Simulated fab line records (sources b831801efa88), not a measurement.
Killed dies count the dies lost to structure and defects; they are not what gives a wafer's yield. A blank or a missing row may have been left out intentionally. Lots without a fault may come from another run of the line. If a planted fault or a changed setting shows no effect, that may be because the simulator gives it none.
Which tool was responsible? || flow sky130 || 36 wafers sampled from 12 lots at 1 step of a route of 708

WHAT THE GAUGES SHOWED, per wafer
SKY_FIELD_ISO_THK_MEAS_02.
{"lot": "L368", "measured": "day 1 11:58", "on": "film metro-01", "FIELD_ISO_OXIDATION_00_THK (nm)": "11.49 11.39 11.43"}
{"lot": "L370", "measured": "day 1 22:43", "on": "film metro-01", "FIELD_ISO_OXIDATION_00_THK (nm)": "11.43 11.56 11.49"}
{"lot": "L375", "measured": "day 2 22:39", "on": "film metro-01", "FIELD_ISO_OXIDATION_00_THK (nm)": "12.28 12.21 12.17"}
{"lot": "L376", "measured": "day 3 03:38", "on": "film metro-02", "FIELD_ISO_OXIDATION_00_THK (nm)": "11.23 11.19 11.04"}
{"lot": "L377", "measured": "day 3 09:35", "on": "film metro-03", "FIELD_ISO_OXIDATION_00_THK (nm)": "11.79 12.00 11.87"}
{"lot": "L378", "measured": "day 3 13:40", "on": "film metro-03", "FIELD_ISO_OXIDATION_00_THK (nm)": "11.41 11.37 11.38"}
{"lot": "L380", "measured": "day 4 00:05", "on": "film metro-02", "FIELD_ISO_OXIDATION_00_THK (nm)": "12.08 11.98 12.07"}
{"lot": "L382", "measured": "day 4 09:38", "on": "film metro-03", "FIELD_ISO_OXIDATION_00_THK (nm)": "11.98 11.97 12.22"}
{"lot": "L386", "measured": "day 5 05:49", "on": "film metro-01", "FIELD_ISO_OXIDATION_00_THK (nm)": "12.00 11.89 11.95"}
{"lot": "L387", "measured": "day 5 11:07", "on": "film metro-02", "FIELD_ISO_OXIDATION_00_THK (nm)": "11.83 12.19 11.62"}
{"lot": "L390", "measured": "day 6 07:45", "on": "film metro-01", "FIELD_ISO_OXIDATION_00_THK (nm)": "11.69 11.77 11.74"}
{"lot": "L391", "measured": "day 6 07:45", "on": "film metro-03", "FIELD_ISO_OXIDATION_00_THK (nm)": "12.06 12.10 11.95"}

WHAT TOOL EACH LOT RAN ON (gives the tool, then ch and the chambers of the sampled wafers, and finally the start)
Record: no process step prior to these readings.

WHAT THE TOOLS THEMSELVES READ (means of the sampled wafers that have a number; where no wafer has one, the mark that the record gives instead)
The record holds no such reading with a usual standard deviation.

THE ANSWER, worked out from the rows above alone
Rule: the lots themselves supply what counts as usual. Put in order of their means at a reading, lots are off if they are a third of the lots or fewer, leave a main group of 4 or more, and stand apart from it by a gap of 3 or more times the standard deviation of the main group's means; of several such gaps the widest counts. Not used: any main group whose means are identical at the precision the tables above print for the reading. Also off: a lot with no number at a reading for which 4 or more lots have one. All remaining lots with rows at the step are treated as sound. First the gauges in route order, then the tools' own readings, where a lot's mean is used as printed above. The first step at which some lot is off is used, and at that step the reading that is off furthest; a lot without a number counts as furthest.
No lot is off on any of the readings shown, so nothing can be concluded from this.

WHAT THE SIMULATOR HAD INSERTED
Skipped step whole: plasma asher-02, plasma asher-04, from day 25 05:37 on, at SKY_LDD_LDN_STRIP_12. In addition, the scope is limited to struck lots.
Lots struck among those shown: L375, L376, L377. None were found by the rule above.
